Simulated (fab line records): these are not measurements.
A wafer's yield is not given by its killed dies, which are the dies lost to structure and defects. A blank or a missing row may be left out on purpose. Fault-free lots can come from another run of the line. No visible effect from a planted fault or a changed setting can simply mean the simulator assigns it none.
A lot that was struck, set against a sound lot | flow sfq-line | 42 out of 325 route steps
Sound: these wafers, L168.1, L168.3, L168.4. Struck: wafer L170.5. (L170.2 of the same lot was not struck and is left out.) The cause comes at the end.
Each step with rows lists, per side, the tool, then ch with its chambers, then its first start. Under that, the readings that differ: sound wafers | struck wafers | difference of the means | sigmas: that difference in standard deviations of wafers without a fault.
alike: readings with means less than 2 such deviations apart, plus words and numbers identical on both sides. not compared: withheld readings, readings lacking a value on some wafer, bounds such as >300 that could conceal the same value, and numbers that have no deviation in the record and whose values overlap.
The two part at a step that has a row with sigmas, a row that says differs or no value, or rows on one side only. When numbers do not overlap yet have no deviation, they are printed without sigmas and do not part them. A reading that every wafer of one side lacks parts them only if that side has two wafers or more.

first, 6 steps without rows for these wafers: SFQ_TRILAYER_M3_LITHO_COAT_080 (resist thk 62 nm); SFQ_TRILAYER_M3_LITHO_COAT_075 (resist thk 600 nm); SFQ_TRILAYER_M3_LITHO_SOFTBAKE_079; SFQ_TRILAYER_M3_LITHO_EXPOSE_076 (exposes mask M3, target cd 500 nm); SFQ_TRILAYER_M3_LITHO_PEB_078 (peb time 60 s); SFQ_TRILAYER_M3_LITHO_DEVELOP_077 (time 60 s).
SFQ_M3_OVL_MEAS_921:
  sound on overlay-01, day 28 17:40; struck on overlay-02, day 29 00:53
  reading     | sound    | struck | difference | sigmas
  M3_OVL (nm) | -2 -5 -4 | 8      | +12        | +2
SFQ_TRILAYER_M3_BARC_OPEN_METAL_ETCH_100: etches BARC in O2, target depth 125 nm, time 41.7 s.
  sound on rie-metal-01 ch 0,1, day 28 17:43; struck on rie-metal-02 ch 1, day 29 00:55
  alike: drypump-motor-current-A, oes-product-au
  not compared: rf-hours-counter-h
then, 4 steps without rows for these wafers: SFQ_TRILAYER_M3_ETCH_METAL_ETCH_078 (etches Nb in Cl2/Ar, stops on SiO2, target depth 240 nm, time 120 s); SFQ_TRILAYER_M3_STRIP_STRIP_079 (strips in O2); SFQ_TRILAYER_M3_STRIP_SOLV_CLEAN_080 (cleans in NMP, time 600 s); SFQ_TRILAYER_I3_DEP_PECVD_081 (deposits SiO2 from SiH4/N2O, time 111.11 s, target thk 500 nm).
SFQ_TRILAYER_I3_CMP_CMP_082: polishes SiO2.
  sound on cmp-01 ch 0,2,3, day 28 21:11; struck on cmp-02 ch 0, day 29 08:37
  reading                                             | sound           | struck | difference | sigmas
  time-to-endpoint-s (s)                              | 217 216 222     | 287    | +69        | +11
  model.SiO2_of_TRILAYER_I3_DEP_PECVD_081.thk-nm (nm) | 199.4 199 198.7 | 307.9  | +108.9     |
  alike: motor-current-A, slurry-filter-dp-kPa
SFQ_I3_BOW_MEAS_922:
  sound on film-metro-04, day 29 00:11; struck on film-metro-04, day 29 09:08
  alike: I3_BOW
SFQ_TRILAYER_I3_METRO_MEASURE_083:
  sound on film-metro-04, day 29 00:18; struck on film-metro-04, day 29 09:26
  reading     | sound             | struck | difference | sigmas
  thk-nm (nm) | 199.4 198.9 198.7 | 307.9  | +108.9     | +99 or more
then, 6 steps without rows for these wafers: SFQ_TRILAYER_I3_VIA_LITHO_COAT_090 (resist thk 62 nm); SFQ_TRILAYER_I3_VIA_LITHO_COAT_085 (resist thk 650 nm); SFQ_TRILAYER_I3_VIA_LITHO_SOFTBAKE_089; SFQ_TRILAYER_I3_VIA_LITHO_EXPOSE_086 (exposes mask I3, target cd 500 nm); SFQ_TRILAYER_I3_VIA_LITHO_PEB_088 (peb time 60 s); SFQ_TRILAYER_I3_VIA_LITHO_DEVELOP_087 (time 60 s).
-- the record jumps here: 6 days lie between the struck wafers' starts before and after --
SFQ_I3_OVL_MEAS_923:
  sound on overlay-02, day 35 01:34; struck on overlay-02, day 35 13:35
  alike: I3_OVL
SFQ_TRILAYER_I3_VIA_BARC_OPEN_VIA_ETCH_121: etches BARC in O2, target depth 125 nm, time 41.7 s.
  sound on rie-diel-01 ch 0,1,2, day 35 01:37; struck on rie-diel-02 ch 2, day 35 13:37
  alike: drypump-motor-current-A, oes-product-au
  not compared: rf-hours-counter-h
SFQ_TRILAYER_I3_VIA_ETCH_VIA_ETCH_088: etches SiO2 in CHF3, stops on Nb, target depth 260 nm.
  sound on rie-diel-01 ch 0,1,2, day 35 01:39; struck on rie-diel-02 ch 2, day 35 13:39
  reading                        | sound             | struck | difference | sigmas
  oes-product-au (a.u.)          | 0.857 0.856 0.850 | 1.006  | +0.152     | +28
  model.etch.depth-nm (nm)       | 199.4 199 198.7   | 261.6  | +62.6      |
  model.I3.feature-depth-nm (nm) | 199.4 199 198.7   | 261.6  | +62.6      |
  alike: drypump-motor-current-A
then, 2 steps without rows for these wafers: SFQ_TRILAYER_I3_VIA_STRIP_STRIP_089 (strips in O2); SFQ_TRILAYER_I3_VIA_STRIP_SOLV_CLEAN_090 (cleans in NMP, time 600 s).
SFQ_TRILAYER_M4_DEP_PRE_CLEAN_092: time 22.5 s.
  sound on pvd-sputter-06, day 35 02:32; struck on pvd-sputter-06, day 35 14:32
  reading                                             | sound             | struck | difference | sigmas
  model.SiO2_of_TRILAYER_I3_DEP_PECVD_081.thk-nm (nm) | 191.9 191.5 191.2 | 300.4  | +108.9     |
  alike: bias-v
SFQ_TRILAYER_M4_DEP_SPUTTER_091: material Nb, target thk 200 nm, time 133.3 s.
  sound on pvd-sputter-06, day 35 02:34; struck on pvd-sputter-06, day 35 14:34
  alike: base-pressure-pa, throttle-valve-pct
SFQ_M4_RS_MEAS_924: measures by four-point-probe.
  sound on film-metro-02, day 35 02:40; struck on film-metro-01, day 35 14:41
  alike: M4_NB_RS
then, 6 steps without rows for these wafers: SFQ_TRILAYER_M4_LITHO_COAT_098 (resist thk 62 nm); SFQ_TRILAYER_M4_LITHO_COAT_093 (resist thk 600 nm); SFQ_TRILAYER_M4_LITHO_SOFTBAKE_097; SFQ_TRILAYER_M4_LITHO_EXPOSE_094 (exposes mask M4, target cd 500 nm); SFQ_TRILAYER_M4_LITHO_PEB_096 (peb time 60 s); SFQ_TRILAYER_M4_LITHO_DEVELOP_095 (time 60 s).
-- the record jumps here: 6 days lie between the struck wafers' starts before and after --
SFQ_M4_OVL_MEAS_926:
  sound on overlay-01, day 40 22:32; struck on overlay-01, day 41 10:01
  alike: M4_OVL
then, 1 step without rows for these wafers: SFQ_TRILAYER_M4_BARC_OPEN_METAL_ETCH_123 (etches BARC in O2, target depth 125 nm, time 41.7 s).
SFQ_TRILAYER_M4_ETCH_METAL_ETCH_096: etches Nb in Cl2/Ar, stops on SiO2, target depth 240 nm, time 120 s.
  sound on rie-metal-04 ch 0,1, day 40 22:38; struck on rie-metal-01 ch 1, day 41 10:07
  alike: drypump-motor-current-A, oes-product-au
  not compared: rf-hours-counter-h
SFQ_TRILAYER_M4_STRIP_STRIP_097: strips in O2.
  sound on rie-metal-04 ch 0,1, day 40 22:45; struck on rie-metal-01 ch 1, day 41 10:14
  alike: drypump-motor-current-A, oes-product-au
  not compared: rf-hours-counter-h
then, 2 steps without rows for these wafers: SFQ_TRILAYER_M4_STRIP_SOLV_CLEAN_098 (cleans in NMP, time 600 s); SFQ_TRILAYER_I4_DEP_PECVD_099 (deposits SiO2 from SiH4/N2O, time 111.11 s, target thk 500 nm).
-- the record jumps here: 31 days lie between the struck wafers' starts before and after --
SFQ_M8_BOW_MEAS_951:
  sound on film-metro-01, day 71 23:52; struck on film-metro-01, day 72 05:53
  reading                 | sound             | struck | difference | sigmas
  model.etest.i3.link-ohm | 1.954 1.959 1.947 | 1e+06  | +1e+06     |
  alike: M8_BOW

WHERE THEY PART
Last at SFQ_TRILAYER_I3_VIA_ETCH_VIA_ETCH_088 as far as this record goes, first at SFQ_M3_OVL_MEAS_921. Later steps at which nothing parts them and some readings are alike: SFQ_TRILAYER_M4_DEP_PRE_CLEAN_092, SFQ_TRILAYER_M4_DEP_SPUTTER_091, SFQ_M4_RS_MEAS_924, SFQ_M4_OVL_MEAS_926, SFQ_TRILAYER_M4_ETCH_METAL_ETCH_096, SFQ_TRILAYER_M4_STRIP_STRIP_097, SFQ_M8_BOW_MEAS_951.

WHY: what the simulator had put in
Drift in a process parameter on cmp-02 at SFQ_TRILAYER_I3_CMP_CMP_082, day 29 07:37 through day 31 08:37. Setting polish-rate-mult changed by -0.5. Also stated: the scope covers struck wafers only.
